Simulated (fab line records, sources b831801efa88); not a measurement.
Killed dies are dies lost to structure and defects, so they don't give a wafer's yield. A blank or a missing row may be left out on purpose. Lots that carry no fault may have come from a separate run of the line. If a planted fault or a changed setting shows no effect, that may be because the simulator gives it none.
2 desks, one fault + flow gf180mcu + every desk sees just its own numbers, and what lay behind them comes last

## THE METROLOGY DESK
Lot by lot, what the gauges showed, no matter which tool ran the lot: averages of those sampled wafers that carry a number. If a lot's mean is further than 4 standard deviations from the usual mean, the lot is out of limits and carries the mark OUT (the distance appears in the brackets).
Columns: A = INCOMING_BOW at GF_STI_BOW_MEAS_00, usual -1 um; B = DNWELL_TW at GF_DNWELL_TW_MEAS_09, usual 1366; C = NWELL_OVL at GF_NWELL_OVL_MEAS_07, usual -0.8 nm
| lot  | first seen here | A  | B    | C    |
|------|-----------------|----|------|------|
| L825 | day 1 10:01     | -1 | 1340 | -1.6 |
| L826 | day 1 15:01     | -1 | 1335 | -4.3 |
| L827 | day 1 20:00     | -5 | 1376 | -0.3 |
| L828 | day 2 01:00     | -2 | 1380 | -0.2 |
| L829 | day 2 06:00     | 6  | 1381 | -1.4 |
| L830 | day 2 11:01     | -6 | 1369 | -1.4 |
| L832 | day 2 21:00     | 1  | 1377 | 0.0  |
| L834 | day 3 07:00     | -5 | 1368 | 1.7  |
| L839 | day 4 08:02     | -3 | 1374 | 1.1  |
| L844 | day 5 09:01     | -3 | 1340 | -3.5 |
| L846 | day 5 19:01     | -1 | 1344 | -1.1 |
| L847 | day 6 00:02     | -3 | 1347 | -2.0 |
This desk's finding: nothing out of limits on any of the 12 lots.

## FOR THE TOOL OWNER'S DESK: cmp-02
The tool's own readings at GF_STI_CMP_25 (polishes, stops on Si3N4, t overpolish 33 s, target thk 524.6 nm): means of the sampled wafers that have a number, for each lot that ran on this tool. If a lot's mean is further than 4 standard deviations from the usual mean, the lot is out of limits and carries the mark OUT (the distance appears in the brackets).
Columns: A = headPressurePsi at GF_STI_CMP_25, usual 4.001 psi; B = motorCurrentA at GF_STI_CMP_25, usual 12.4 A; C = overpolishRunS at GF_STI_CMP_25, usual 32.999 s; D = timeToEndpointS at GF_STI_CMP_25, usual 124 s
| lot  | first seen here | A     | B    | C                        | D   |
|------|-----------------|-------|------|--------------------------|-----|
| L827 | day 2 18:26     | 4.003 | 13.0 | 32.992                   | 125 |
| L830 | day 3 05:46     | 3.999 | 12.5 | 33.006                   | 124 |
| L832 | day 3 17:07     | 3.994 | 12.7 | 31.535 (-99 or more) OUT | 123 |
| L839 | day 5 04:40     | 4.002 | 13.5 | 31.539 (-99 or more) OUT | 126 |
This desk finds L832, L839 out of limits, L832 being first, at day 3 17:07 (overpolishRunS at GF_STI_CMP_25). L827, L830: within limits.

## BROUGHT TOGETHER
The tool owner's desk had the chance to raise an alarm at day 3 17:07 on L832, L839.
At the metrology desk, nothing out of limits was observed.
The metrology desk holds a record of L832, L839, inside its limits.
Of the lots named, all ran GF_STI_CMP_25 on cmp-02.

## WHAT THE SIMULATOR HAD PUT IN
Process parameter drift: cmp-02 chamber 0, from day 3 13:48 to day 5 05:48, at GF_STI_CMP_25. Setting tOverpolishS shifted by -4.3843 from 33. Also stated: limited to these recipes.
Shown lots that were struck: L832, L839.
Delay in hours, fault start to first out-of-limits reading, by desk: the tool owner's desk at 3.
